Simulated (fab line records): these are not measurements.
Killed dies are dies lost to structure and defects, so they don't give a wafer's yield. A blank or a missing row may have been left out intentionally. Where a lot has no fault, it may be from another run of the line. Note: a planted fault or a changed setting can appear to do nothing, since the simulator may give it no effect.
fab line records -- flow gf180mcu
record: lots: 14, wafers: 42, last-day: 34
route steps=602 shown CONTACT@314 V1@336 V3@442 V4@478
lots that met no fault: from a run of the same line without faults
start-h: hours from the record's opening day to when the first of the lot's shown wafers began -- wait-h: hours since the lot's step before -- " unchanged from the row above -- L1.1+2: a row that stands for several wafers -- - no value present, or no start provided -- * or withheld: withheld -- < > ~ a bound
route shown NAME@n: a module of which the file shows steps, and the number in the route of the first -- usual: mean/standard deviation taken from wafers without a fault -- same: alike in all rows -- chamber/n: place in a boat -- sites: each site's reading -- _std_site: standard deviation of those values -- _edge_site: mean of outer sites minus mean of inner sites -- radius-mm: how far each site lies from the wafer's centre -- mask NAME#n: copy n -- behind: tool/chamber where the wafer was last shaped -- hold: cause of the lot's hold/its duration in hours/its outcome -- device: the n, p or np transistor that did not switch -- end of line: the tests these same wafers got at the end of their route -- a step given without rows: its recipe and nothing more -- killed: dies that structure and defects cost at the first sort, which is not the same as the wafer's yield -- map: dies across one wafer; x = killed, . = not, _ = none there
set.NAME: the setting that was run; set.NAME@STEP: the one run at that earlier step -- model.NAME: the simulator's own value behind a step, which no gauge read
a sample of lots followed through the steps of the route, with each step as a table and each wafer as a row
services: the hour from which a tool's chamber was out of use, counted from the record's first day as start-h (under 0 if before that day), plus the number of hours and why
== steps ==
step: GF_CONTACT_CMP_27
recipe: stop-on: SiO2, down-force-psi: 3.5, platen-rpm: 60, t-overpolish-s: 15, target-thk-nm: 0, pad-velocity-m-s: 0.94248
usual: motor-current-A: 11.0/1.3, overpolish-run-s: 15.000/0.0097, time-to-endpoint-s: 71/3.8
lot.wafer,tool,chamber,start-h,wait-h,motor-current-A,overpolish-run-s,time-to-endpoint-s
L951.2,cmp-02,0,359.00,0.0,11.3,14.997,67
L951.3,cmp-02,1,359.00,0.0,9.7,15.020,68
L951.5,cmp-02,0,359.00,0.0,11.4,15.004,67
L953.3,cmp-02,1,385.85,0.1,10.0,14.996,70
L953.4,cmp-02,2,385.85,0.1,10.9,14.996,68
L953.5,cmp-02,0,385.85,0.1,11.7,14.988,68
L956.2,cmp-01,1,421.36,0.1,14.4,14.996,71
L956.1,cmp-01,2,421.36,0.1,9.8,14.999,73
L956.5,cmp-01,1,421.36,0.1,13.5,15.004,73
L958.4,cmp-02,3,435.50,0.0,12.4,15.000,69
L958.2,cmp-02,1,435.50,0.0,9.7,15.005,70
L958.1,cmp-02,2,435.50,0.0,10.4,15.000,70
L960.4,cmp-02,0,438.28,0.1,10.9,15.005,67
L960.6,cmp-02,3,438.28,0.1,12.6,15.006,66
L960.5,cmp-02,0,438.28,0.1,11.4,15.009,67
L961.4,cmp-02,3,456.80,0.1,12.9,14.990,64
L961.2,cmp-02,0,456.80,0.1,11.8,15.017,63
L961.6,cmp-02,2,456.80,0.1,10.5,14.990,67
L962.3,cmp-02,2,462.51,0.1,10.8,15.014,68
L962.2,cmp-02,3,462.51,0.1,11.9,15.005,68
L962.5,cmp-02,2,462.51,0.1,11.0,14.998,71
L963.1,cmp-01,2,473.53,1.2,9.2,15.002,73
L963.6,cmp-01,2,473.53,1.2,9.3,14.991,70
L963.5,cmp-01,3,473.53,1.2,11.1,14.992,74
L969.2,cmp-02,1,517.90,0.0,9.6,15.011,69
L969.3,cmp-02,2,517.90,0.0,10.6,14.997,68
L969.4,cmp-02,3,517.90,0.0,12.6,14.998,67
L970.2,cmp-01,1,526.65,0.0,13.5,15.000,73
L970.4,cmp-01,2,526.65,0.0,9.7,14.997,74
L970.3,cmp-01,3,526.65,0.0,10.6,15.000,74
L971.2,cmp-01,3,532.70,0.1,11.0,14.995,75
L971.3,cmp-01,1,532.70,0.1,13.3,15.006,73
L971.6,cmp-01,2,532.70,0.1,9.4,15.021,72
L972.1,cmp-02,3,543.11,0.1,12.6,15.016,70
L972.5,cmp-02,2,543.11,0.1,11.0,14.998,72
L972.6,cmp-02,3,543.11,0.1,11.5,15.006,69
L973.1,cmp-01,0,551.89,0.1,10.1,14.993,79
L973.4,cmp-01,1,551.89,0.1,12.8,14.994,77
L973.5,cmp-01,2,551.89,0.1,9.8,15.007,78
L974.1,cmp-01,1,554.10,0.2,13.7,15.000,78
L974.5,cmp-01,2,554.10,0.2,9.7,14.991,77
L974.6,cmp-01,3,554.10,0.2,10.4,14.997,79
step: GF_V1_THK_MEAS_01
recipe: reads: SiO2_of_V1_CVD_00
usual: V1_CVD_00_THK: 599/5.5
lot.wafer,tool,chamber,start-h,wait-h,V1_CVD_00_THK[nm]
L951.2,film-metro-04,-,382.90,0.0,603
L951.3,film-metro-04,-,382.90,0.0,603
L951.5,film-metro-04,-,382.90,0.0,604
L953.3,film-metro-01,-,411.07,0.1,597
L953.4,film-metro-01,-,411.07,0.1,599
L953.5,film-metro-01,-,411.07,0.1,593
L956.1,film-metro-01,-,447.23,0.1,601
L956.2,film-metro-01,-,447.23,0.1,602
L956.5,film-metro-01,-,447.23,0.1,596
L958.1,film-metro-02,-,461.53,0.0,606
L958.2,film-metro-02,-,461.53,0.0,609
L958.4,film-metro-02,-,461.53,0.0,617
L960.4,film-metro-02,-,464.36,0.0,599
L960.5,film-metro-02,-,464.36,0.0,588
L960.6,film-metro-02,-,464.36,0.0,593
L961.2,film-metro-01,-,482.24,0.0,595
L961.4,film-metro-01,-,482.24,0.0,591
L961.6,film-metro-01,-,482.24,0.0,602
L962.2,film-metro-02,-,487.85,0.0,592
L962.3,film-metro-02,-,487.85,0.0,604
L962.5,film-metro-02,-,487.85,0.0,605
L963.1,film-metro-04,-,498.68,0.0,602
L963.5,film-metro-04,-,498.68,0.0,598
L963.6,film-metro-04,-,498.68,0.0,597
L969.2,film-metro-04,-,542.07,0.0,592
L969.3,film-metro-04,-,542.07,0.0,589
L969.4,film-metro-04,-,542.07,0.0,593
L970.2,film-metro-04,-,550.27,0.0,597
L970.3,film-metro-04,-,550.27,0.0,589
L970.4,film-metro-04,-,550.27,0.0,594
L971.2,film-metro-04,-,556.53,0.0,591
L971.3,film-metro-04,-,556.53,0.0,598
L971.6,film-metro-04,-,556.53,0.0,607
L972.1,film-metro-01,-,566.58,0.1,604
L972.5,film-metro-01,-,566.58,0.1,602
L972.6,film-metro-01,-,566.58,0.1,601
L973.1,film-metro-02,-,575.40,0.0,604
L973.4,film-metro-02,-,575.40,0.0,597
L973.5,film-metro-02,-,575.40,0.0,604
L974.1,film-metro-02,-,577.10,0.0,602
L974.5,film-metro-02,-,577.10,0.0,600
L974.6,film-metro-02,-,577.10,0.0,605
step: GF_V3_DEVELOP_13
recipe: develop-time-s: 60, resist: KrF, dev-temp-c: 21
usual: chill-plate-temp-C: 22.99/0.11, develop-time-s: 60/0, resist-line-temp-C: 22.99/0.11
lot.wafer,tool,chamber,start-h,wait-h,chill-plate-temp-C,develop-time-s,resist-line-temp-C
L951.2,litho-track-04,0,506.77,0.2,23.06,60,22.90
L951.3,litho-track-04,0,506.77,0.2,23.11,60,22.84
L951.5,litho-track-04,0,506.77,0.2,22.96,60,22.95
L953.3,litho-track-04,0,536.85,0.1,22.98,60,22.88
L953.4,litho-track-04,0,536.85,0.1,22.94,60,22.86
L953.5,litho-track-04,0,536.85,0.1,22.92,60,22.85
L956.1,litho-track-02,0,571.48,0.2,22.95,60,22.93
L956.2,litho-track-02,0,571.48,0.2,23.00,60,22.97
L956.5,litho-track-02,0,571.48,0.2,22.99,60,22.84
L958.1,litho-track-02,0,580.18,0.2,22.97,60,22.96
L958.2,litho-track-02,0,580.18,0.2,23.22,60,22.81
L958.4,litho-track-02,0,580.18,0.2,23.21,60,23.02
L960.4,litho-track-02,0,586.56,0.1,23.02,60,22.99
L960.5,litho-track-02,0,586.56,0.1,23.09,60,23.05
L960.6,litho-track-02,0,586.56,0.1,23.02,60,23.02
L961.2,litho-track-02,0,601.76,0.2,23.10,60,22.82
L961.4,litho-track-02,0,601.76,0.2,22.95,60,22.88
L961.6,litho-track-02,0,601.76,0.2,22.94,60,22.79
L962.2,litho-track-04,0,603.57,0.2,22.79,60,22.82
L962.3,litho-track-04,0,603.57,0.2,22.93,60,22.81
L962.5,litho-track-04,0,603.57,0.2,22.91,60,23.03
L963.1,litho-track-03,0,614.50,0.2,22.85,60,23.00
L963.5,litho-track-03,0,614.50,0.2,23.00,60,22.84
L963.6,litho-track-03,0,614.50,0.2,22.76,60,22.99
L969.2,litho-track-02,-,652.51,0.2,-,-,-
L969.3,litho-track-02,-,652.51,0.2,-,-,-
L969.4,litho-track-02,-,652.51,0.2,-,-,-
L970.2,litho-track-03,-,660.82,0.2,-,-,-
L970.3,litho-track-03,-,660.82,0.2,-,-,-
L970.4,litho-track-03,-,660.82,0.2,-,-,-
L971.2,litho-track-04,0,666.07,0.2,23.04,60,23.09
L971.3,litho-track-04,0,666.07,0.2,23.02,60,23.09
L971.6,litho-track-04,0,666.07,0.2,22.88,60,23.01
L972.1,litho-track-04,0,676.00,0.2,23.10,60,23.21
L972.5,litho-track-04,0,676.00,0.2,23.05,60,23.04
L972.6,litho-track-04,0,676.00,0.2,23.24,60,23.14
L973.1,litho-track-02,0,683.68,0.2,23.04,60,23.08
L973.4,litho-track-02,0,683.68,0.2,22.90,60,23.03
L973.5,litho-track-02,0,683.68,0.2,22.96,60,22.93
L974.1,litho-track-04,0,685.00,0.2,23.06,60,22.89
L974.5,litho-track-04,0,685.00,0.2,23.02,60,22.85
L974.6,litho-track-04,0,685.00,0.2,23.03,60,22.84
step: GF_V4_CVD_02
recipe: material: SiO2, target-thk-nm: 850, precursor: TEOS, temp-c: 400, time-s: 94.851, rf-w: 600
usual: heater-power-w: 714/140
lot.wafer,tool,chamber,start-h,wait-h,heater-power-w
L951.2,pecvd-03,2,533.27,0.0,901
L951.3,pecvd-03,1,533.27,0.0,862
L951.5,pecvd-03,1,533.27,0.0,671
L953.3,pecvd-03,0,561.78,0.0,554
L953.4,pecvd-03,2,561.78,0.0,743
L953.5,pecvd-03,0,561.78,0.0,421
L956.1,pecvd-03,1,595.13,0.1,840
L956.2,pecvd-03,0,595.13,0.1,532
L956.5,pecvd-03,0,595.13,0.1,542
L958.1,pecvd-04,0,604.23,0.1,879
L958.2,pecvd-04,1,604.23,0.1,469
L958.4,pecvd-04,0,604.23,0.1,861
L960.4,pecvd-02,0,610.40,0.1,597
L960.5,pecvd-02,2,610.40,0.1,745
L960.6,pecvd-02,1,610.40,0.1,738
L961.2,pecvd-02,1,625.36,0.0,792
L961.4,pecvd-02,0,625.36,0.0,715
L961.6,pecvd-02,1,625.36,0.0,853
L962.2,pecvd-02,0,628.07,0.0,726
L962.3,pecvd-02,1,628.07,0.0,822
L962.5,pecvd-02,2,628.07,0.0,721
L963.1,pecvd-04,2,637.99,0.1,643
L963.5,pecvd-04,1,637.99,0.1,484
L963.6,pecvd-04,2,637.99,0.1,690
L971.2,pecvd-03,0,687.38,0.0,548
L971.3,pecvd-03,1,687.38,0.0,738
L971.6,pecvd-03,1,687.38,0.0,814
L972.1,pecvd-02,0,697.52,0.1,699
L972.5,pecvd-02,1,697.52,0.1,897
L972.6,pecvd-02,2,697.52,0.1,752
L973.1,pecvd-03,2,705.28,0.1,933
L973.4,pecvd-03,0,705.28,0.1,507
L973.5,pecvd-03,1,705.28,0.1,795
L974.1,pecvd-04,2,706.28,0.1,681
L974.5,pecvd-04,1,706.28,0.1,546
L974.6,pecvd-04,2,706.28,0.1,698
== services ==
tool,chamber,start-h,hours,kind
cmp-01,-,367.32,1.4,repair
pecvd-03,-,368.88,14.0,pm
pecvd-03,0,372.27,12.3,repair
pecvd-03,-,384.74,2.8,repair
cmp-02,-,404.00,4.0,pm
cmp-02,-,422.52,0.3,repair
cmp-01,-,428.30,1.1,repair
cmp-02,-,433.28,0.5,repair
cmp-01,-,460.47,3.2,repair
cmp-01,-,471.17,1.8,repair
cmp-01,-,489.64,4.3,pm
cmp-02,-,490.02,2.8,repair
cmp-02,-,494.27,1.0,repair
pecvd-03,1,494.81,6.2,repair
cmp-02,-,514.33,1.4,repair
cmp-02,-,522.62,3.6,pm
pecvd-03,-,538.26,0.4,repair
cmp-01,-,557.04,1.3,repair
cmp-01,-,572.10,4.0,pm
pecvd-03,1,613.49,4.3,repair
pecvd-03,-,620.41,28.1,pm
pecvd-03,-,667.96,3.3,repair
cmp-01,-,681.57,2.3,repair
cmp-01,-,690.19,0.9,repair
== key ==
first-sign: step: GF_V3_DEVELOP_13, reading: tool-record, direction: missing
effect none on later readings
met-at GF_V3_DEVELOP_13
struck-lots L969,L970
later-rows-left-out L969.2,L969.3,L969.4,L970.2,L970.3,L970.4
sort-left-out L969.2,L969.3,L969.4,L970.2,L970.3,L970.4
not-acting-at GF_CONTACT_CMP_27,GF_V1_THK_MEAS_01,GF_V4_CVD_02
onset-between 614.50 652.51
fault: kind: skipped-step-whole, tool: litho-track-02,litho-track-03, chamber: -, onset-h: 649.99, steps: GF_V3_DEVELOP_13, scope: struck-lots-only
sort-left-out: the simulated sort isn't trusted on such a fault, so these wafers' sort isn't shown, and their yield isn't known
later-rows-left-out: the simulator's readings of these wafers behind a module that went badly wrong aren't trusted and aren't shown, but for the sort
